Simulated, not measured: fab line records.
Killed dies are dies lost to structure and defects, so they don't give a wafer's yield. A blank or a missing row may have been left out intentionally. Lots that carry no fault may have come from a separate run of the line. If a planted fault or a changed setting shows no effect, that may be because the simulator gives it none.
Which tool is to blame? -- flow gf180mcu -- 18 wafers from 6 lots sampled at 2 of the route's 602 steps

WHAT THE GAUGES READ, wafer by wafer
GF_V5_RS_MEAS_24: a four-point-probe measurement.
lot,measured,on,V5_W_RS (ohm/sq)
L622,day 27 17:32,film-metro-01,0.327 0.323 0.324
L624,day 28 12:49,film-metro-02,0.324 0.321 0.331
L627,day 29 09:40,film-metro-02,0.324 0.325 0.325
L632,day 30 22:17,film-metro-02,0.337 0.333 0.336
L636,day 32 02:57,film-metro-01,0.336 0.332 0.337
L641,day 33 04:16,film-metro-04,0.330 0.333 0.332

TOOL THAT RAN EACH LOT (tool first, then ch and the chambers of the sampled wafers, then the start)
lot,GF_V5_ETCH_16
L622,"rie-diel-03 ch 1,2,3, day 27 16:38"
L624,"rie-diel-01 ch 0,2,3, day 28 11:48"
L627,"rie-diel-01 ch 2,3, day 29 07:17"
L632,"rie-diel-02 ch 1,2, day 30 21:20"
L636,"rie-diel-03 ch 1,2, day 32 02:03"
L641,"rie-diel-02 ch 0,1, day 33 03:20"
- GF_V5_ETCH_16: etches BARC in N2/H2.

THE ANSWER, worked out from the rows above alone
Rule: the lots themselves supply what counts as usual. Put in order of their means at a reading, lots are off if they are a third of the lots or fewer, leave a main group of 4 or more, and stand apart from it by a gap of 3 or more times the standard deviation of the main group's means; of several such gaps the widest counts. If all means in a main group match to the digits the tables above print for the reading, that group is not used. Also off: a lot with no number at a reading for which 4 or more lots have one. Where the step has rows for the other lots, those lots are counted as sound.
No lot is off on any of the readings shown, so nothing can be concluded from this.

WHAT HAD BEEN PUT IN BY THE SIMULATOR
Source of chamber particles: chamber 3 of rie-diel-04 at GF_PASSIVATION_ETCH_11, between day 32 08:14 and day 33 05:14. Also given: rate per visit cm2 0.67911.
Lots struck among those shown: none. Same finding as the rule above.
